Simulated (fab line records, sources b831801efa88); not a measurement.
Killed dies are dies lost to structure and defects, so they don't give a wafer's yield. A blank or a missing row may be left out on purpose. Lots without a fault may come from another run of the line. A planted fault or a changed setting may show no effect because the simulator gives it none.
Chamber matching | flow sky130 | SKY_FIELD_ISO_CMP_27 on cmp-01: 4 sister chambers
The step polishes, stops on Si3N4, t overpolish 16 s, target thk 457.8 nm. 4 wafers are shown with their chamber, then 9 later ones without.

WAFERS WITH THEIR CHAMBER
wafer  | chamber | motor_current_A (A)
L305.6 | 1       | 13.8
L310.4 | 0       | 11.1
L310.5 | 3       | 10.3
L310.6 | 2       | 11.0

WAFERS WITHOUT THEIR CHAMBER
wafer  | motor_current_A (A)
L317.1 | 10.2
L317.2 | 11.9
L317.3 | 13.3
L318.2 | 13.4
L318.3 | 11.9
L318.6 | 13.3
L319.2 | 10.6
L319.4 | 11.7
L319.6 | 11.0

WHICH CHAMBER EACH WENT THROUGH
wafer  | from the rows above          | in truth
L317.1 | can't be placed: 3 or 2 or 0 | 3
L317.2 | can't be placed: 0 or 2 or 3 | 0
L317.3 | 1                            | 1
L318.2 | 1                            | 1
L318.3 | can't be placed: 0 or 2 or 3 | 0
L318.6 | 1                            | 1
L319.2 | can't be placed: 3 or 2 or 0 | 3
L319.4 | can't be placed: 0 or 2 or 3 | 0
L319.6 | can't be placed: 2 or 0 or 3 | 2
Placed correctly: 3 of 9. Can't be placed from these rows: 6 (the true chamber is among the candidates in 6). Placed wrongly: 0.
How it was worked out, from the rows above alone: a wafer's distance from a chamber is the root of the sum, over the readings, of the square of ((its reading less the chamber's mean) divided by the reading's scatter). The wafer belongs to the nearest chamber; if the next one is less than 2 further off, it can't be placed. A chamber's mean is the mean of its shown wafers. The scatter: with one shown wafer a chamber, the root of the mean of the squares of how far each hidden wafer lies from its nearest shown one.
